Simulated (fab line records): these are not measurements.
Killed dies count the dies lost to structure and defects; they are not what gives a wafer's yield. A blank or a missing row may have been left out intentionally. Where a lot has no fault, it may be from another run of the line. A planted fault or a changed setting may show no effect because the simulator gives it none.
Chamber matching ; flow gf180mcu ; GF_STI_ETCH_13 on rie_diel-04 has 4 sister chambers
The step etches the open film in CHF3/O2, stops on Si, target depth 282.31 nm, time 112.9 s. 8 wafers are shown with their chamber, then 6 later ones without.

EACH WAFER AND ITS CHAMBER
wafer;chamber;drypump_motor_current_A (A);throttle_valve_pct (%)
L938.1;3;5.9;8.817
L939.4;2;5.6;8.818
L942.3;2;5.6;8.820
L942.4;3;5.8;8.817
L943.2;1;5.5;8.809
L943.6;0;5.5;8.807
L945.3;1;5.5;8.824
L945.4;0;5.5;8.807

WAFERS WITH NO CHAMBER GIVEN
wafer;drypump_motor_current_A (A);throttle_valve_pct (%)
L945.6;5.5;8.825
L949.2;5.8;8.793
L949.5;5.6;8.794
L954.1;5.5;8.825
L954.3;5.8;8.813
L954.5;5.8;8.808

WHICH CHAMBER EACH ONE RAN IN
wafer;from the rows above;in truth
L945.6;can't be placed: 1 or 2 or 0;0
L949.2;3;3
L949.5;can't be placed: 0 or 2 or 1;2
L954.1;can't be placed: 1 or 2 or 0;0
L954.3;3;3
L954.5;3;3
Placed correctly: 3 of 6. Can't be placed from these rows: 3 (the true chamber is among the candidates in 3). Wrongly placed: 0.
How it was worked out, from the rows above alone: a wafer's distance from a chamber is the root of the sum, over the readings, of the square of ((its reading less the chamber's mean) divided by the reading's scatter). The wafer belongs to the nearest chamber; if the next one is less than 2 further off, it can't be placed. For every chamber, the mean is computed from those of its wafers that are shown. The scatter: take each reading less its chamber's mean, square it, sum over the shown wafers, divide by the number of wafers less the number of chambers, and take the root.
